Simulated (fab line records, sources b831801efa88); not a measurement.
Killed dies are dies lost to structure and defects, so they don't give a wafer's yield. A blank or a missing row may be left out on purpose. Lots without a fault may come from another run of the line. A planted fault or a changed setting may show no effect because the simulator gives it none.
Which tool did it? | flow sky130 | 10 lots, 30 wafers sampled, at 5 steps of a route of 708

WHAT THE GAUGES READ, wafer by wafer
SKY_FIELD_ISO_THK_MEAS_02.
lot  | measured    | on            | FIELD_ISO_OXIDATION_00_THK (nm)
L535 | day 1 22:16 | film_metro-02 | 11.58 11.54 11.60
L534 | day 1 22:16 | film_metro-03 | 12.10 11.91 11.94
L536 | day 2 02:56 | film_metro-01 | 12.46 12.43 12.58
L539 | day 2 18:26 | film_metro-02 | 11.90 12.05 11.83
L543 | day 3 13:38 | film_metro-01 | 12.01 12.18 11.91
L545 | day 4 00:47 | film_metro-02 | 12.04 12.27 12.30
L546 | day 4 06:47 | film_metro-01 | 11.84 11.96 11.78
L547 | day 4 11:02 | film_metro-02 | 12.12 12.26 12.10
L548 | day 4 16:28 | film_metro-03 | 12.40 12.32 12.20
L549 | day 4 19:44 | film_metro-01 | 12.14 11.98 12.12

SKY_VT_ADJUST_NCORE_OVL_MEAS_08.
lot  | measured     | on         | VT_ADJUST_NCORE_OVL (nm)
L535 | day 9 04:25  | overlay-02 | -1.5 -2.6 -3.3
L534 | day 9 06:48  | overlay-02 | 2.0 1.4 0.4
L536 | day 9 09:14  | overlay-01 | -1.3 -1.2 0.0
L539 | day 10 19:42 | overlay-02 | -3.0 -1.2 -0.7
L543 | day 11 13:32 | overlay-02 | 0.8 -0.3 -0.5
L545 | day 12 01:54 | overlay-01 | -1.8 -2.2 -2.7
L546 | day 12 08:34 | overlay-02 | -0.5 -2.1 -0.6
L547 | day 12 20:29 | overlay-01 | -1.3 -0.6 -0.9
L548 | day 13 03:50 | overlay-01 | -0.5 -0.6 -0.4
L549 | day 13 04:08 | overlay-01 | -0.9 -0.5 -0.4

SKY_CAPM_THK_MEAS_01.
lot  | measured     | on            | CAPM_CVD_00_THK (nm)
L535 | day 36 22:23 | film_metro-04 | 15.18 15.58 15.65
L534 | day 37 07:23 | film_metro-02 | 15.72 15.83 15.78
L536 | day 37 08:19 | film_metro-03 | 15.60 15.32 15.89
L539 | day 39 04:34 | film_metro-04 | 15.49 15.58 15.45
L543 | day 39 18:13 | film_metro-03 | 15.45 15.36 15.63
L545 | day 40 09:53 | film_metro-04 | 15.48 15.56 15.69
L546 | day 40 16:01 | film_metro-02 | 15.35 15.40 15.52
L547 | day 40 22:52 | film_metro-02 | 15.52 15.49 12.52
L548 | day 41 05:03 | film_metro-04 | 15.38 15.84 15.48
L549 | day 41 08:29 | film_metro-04 | 12.46 15.75 15.63

WHICH TOOL RAN EACH LOT (tool, then ch and the chambers of the sampled wafers, then the start)
lot  | SKY_CONTACT_ETCH_16                | SKY_CAPM_CVD_00
L535 | rie_diel-04 ch 1,2,3, day 32 05:07 | pecvd-02 ch 0,2, day 36 22:22
L534 | rie_diel-04 ch 0,1, day 32 11:04   | pecvd-03 ch 1,2, day 37 07:20
L536 | rie_diel-01 ch 0,2, day 32 14:32   | pecvd-02 ch 0,1,2, day 37 08:17
L539 | rie_diel-04 ch 0,1, day 34 12:29   | pecvd-02 ch 0,1, day 39 04:32
L543 | rie_diel-02 ch 0,1,2, day 35 02:32 | pecvd-02 ch 1,2, day 39 18:11
L545 | rie_diel-01 ch 0,2,3, day 35 19:19 | pecvd-02 ch 0,1, day 40 09:52
L546 | rie_diel-04 ch 0,1,3, day 36 00:53 | pecvd-02 ch 0,1,2, day 40 15:59
L547 | rie_diel-02 ch 0,3, day 36 08:56   | pecvd-02 ch 1,2, day 40 22:50
L548 | rie_diel-01 ch 0,1, day 36 17:17   | pecvd-01 ch 0,1,2, day 41 05:00
L549 | rie_diel-04 ch 0,3, day 36 19:40   | pecvd-02 ch 1,2, day 41 08:27
- SKY_CONTACT_ETCH_16: etches BARC in N2/H2, stops on SiO2, time 45.9 s, target depth 60 nm.
- SKY_CAPM_CVD_00: deposits SiO2, target thk 15.5 nm.

WHAT THE TOOLS THEMSELVES READ (means of the sampled wafers that have a number; where no wafer has one, the mark that the record gives instead)
SKY_CONTACT_ETCH_16.
lot  | tool        | drypump_motor_current_A (A) | oes_product_au (a.u.) | rf_fwd_power_W (W) | throttle_valve_pct (%)
L535 | rie_diel-04 | 5.7                         | 0.850                 | 494.7              | 13.221
L534 | rie_diel-04 | 5.3                         | 0.857                 | 495.1              | 13.224
L536 | rie_diel-01 | 5.3                         | 0.855                 | 497.1              | 13.238
L539 | rie_diel-04 | 5.3                         | 0.848                 | 494.0              | 13.224
L543 | rie_diel-02 | 5.8                         | 0.857                 | 494.8              | 13.232
L545 | rie_diel-01 | 5.7                         | 0.858                 | 494.1              | 13.226
L546 | rie_diel-04 | 5.7                         | 0.851                 | 493.5              | 13.225
L547 | rie_diel-02 | 5.4                         | 0.850                 | 494.7              | 13.225
L548 | rie_diel-01 | 5.5                         | 0.856                 | 497.3              | 13.217
L549 | rie_diel-04 | 6.2                         | 0.854                 | 494.9              | 13.226

SKY_CAPM_CVD_00.
lot  | tool     | heater_power_outer_w (W) | heater_power_w (W) | rf_fwd_power_W (W)
L535 | pecvd-02 | 390                      | 687                | 443.9
L534 | pecvd-03 | 406                      | 665                | 444.4
L536 | pecvd-02 | 371                      | 652                | 444.5
L539 | pecvd-02 | 371                      | 657                | 443.4
L543 | pecvd-02 | 514                      | 838                | 441.6
L545 | pecvd-02 | 400                      | 702                | 443.6
L546 | pecvd-02 | 397                      | 686                | 443.3
L547 | pecvd-02 | 511                      | 851                | 442.8
L548 | pecvd-01 | 429                      | 734                | 441.4
L549 | pecvd-02 | 475                      | 788                | 441.6

THE ANSWER, worked out from the rows above alone
Rule: what is usual is taken from the lots themselves. Put in order of their means at a reading, lots are off if they are a third of the lots or fewer, leave a main group of 4 or more, and stand apart from it by a gap of 3 or more times the standard deviation of the main group's means; of several such gaps the widest counts. A main group whose means are all the same, to the digits that the tables above print for the reading, isn't used. A lot without any number at a reading at which 4 lots or more have one is off too. The other lots that the step has rows for count as sound. The gauges are gone through in route order, then the tools' own readings, and for those a lot's mean is taken as printed above. The first step at which some lot is off is used, and at that step the reading that is off furthest; a lot without a number counts as furthest.
Off: L547, L549, at SKY_CAPM_THK_MEAS_01 (CAPM_CVD_00_THK). The main group: mean 15.55 nm, standard deviation 0.1.
A tool fits if, at a process step before that reading, it ran every lot that is off, and no sound lot after the first of them. The gauges at SKY_CAPM_THK_MEAS_01 are tried like those tools. One fits: pecvd-02 at SKY_CAPM_CVD_00. Its last sound lot is L546 (day 40 15:59), its first lot that is off L547 (day 40 22:50): a fault that began between those two fits.

WHAT THE SIMULATOR HAD PUT IN
Process parameter drift: pecvd-02, from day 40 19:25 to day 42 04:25, at SKY_CAPM_CVD_00. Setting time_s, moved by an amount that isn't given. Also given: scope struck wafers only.
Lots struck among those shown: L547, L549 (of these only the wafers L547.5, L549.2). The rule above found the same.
